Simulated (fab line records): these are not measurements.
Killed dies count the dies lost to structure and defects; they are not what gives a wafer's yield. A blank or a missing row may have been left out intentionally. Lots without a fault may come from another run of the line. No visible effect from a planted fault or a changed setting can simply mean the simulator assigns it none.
Matching of chambers :: flow sky130 :: SKY_FIELD_ISO_ETCH_15 on rie-diel-04 has 4 sister chambers
The step etches the open film in CHF3/O2, stops on Si, target depth 180 nm, time 72 s. 7 wafers are shown with their chamber, then 7 later ones without.

WAFERS PAIRED WITH THEIR CHAMBERS
wafer: L998.2
chamber: 2
drypump-motor-current-A (A): 6.3
oes-product-au (a.u.): 0.934

wafer: L999.2
chamber: 0
drypump-motor-current-A (A): 5.0
oes-product-au (a.u.): 0.941

wafer: L999.6
chamber: 0
drypump-motor-current-A (A): 5.0
oes-product-au (a.u.): 0.943

wafer: L105.1
chamber: 1
drypump-motor-current-A (A): 5.5
oes-product-au (a.u.): 0.944

wafer: L105.6
chamber: 3
drypump-motor-current-A (A): 4.9
oes-product-au (a.u.): 0.940

wafer: L110.1
chamber: 1
drypump-motor-current-A (A): 5.6
oes-product-au (a.u.): 0.940

wafer: L110.2
chamber: 3
drypump-motor-current-A (A): 4.9
oes-product-au (a.u.): 0.939

WAFERS MISSING THEIR CHAMBER
wafer: L110.5
drypump-motor-current-A (A): 5.5
oes-product-au (a.u.): 0.937

wafer: L115.2
drypump-motor-current-A (A): 5.5
oes-product-au (a.u.): 0.951

wafer: L115.5
drypump-motor-current-A (A): 4.9
oes-product-au (a.u.): 0.952

wafer: L115.6
drypump-motor-current-A (A): 5.1
oes-product-au (a.u.): 0.939

wafer: L116.2
drypump-motor-current-A (A): 6.3
oes-product-au (a.u.): 0.951

wafer: L116.4
drypump-motor-current-A (A): 5.6
oes-product-au (a.u.): 0.950

wafer: L116.5
drypump-motor-current-A (A): 4.9
oes-product-au (a.u.): 0.947

WHICH CHAMBER EACH ONE RAN IN
wafer: L110.5
from the rows above: 1
in truth: 1

wafer: L115.2
from the rows above: 1
in truth: 1

wafer: L115.5
from the rows above: can't be placed: 0 or 3
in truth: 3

wafer: L115.6
from the rows above: can't be placed: 0 or 3
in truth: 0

wafer: L116.2
from the rows above: 2
in truth: 2

wafer: L116.4
from the rows above: 1
in truth: 1

wafer: L116.5
from the rows above: can't be placed: 0 or 3
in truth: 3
Placed correctly: 4 of 7. Not placeable from these rows: 3 (in 3, the candidates include the true chamber). Wrongly placed: 0.
How it was worked out, from the rows above alone: a wafer's distance from a chamber is the root of the sum, over the readings, of the square of ((its reading less the chamber's mean) divided by the reading's scatter). If the next closest chamber is less than 2 further off than the closest, the wafer can't be placed; otherwise it belongs to the closest. For every chamber, the mean is computed from those of its wafers that are shown. The scatter is the square root of a quotient: the sum, over the shown wafers, of each reading's squared deviation from its chamber's mean, divided by wafers minus chambers.
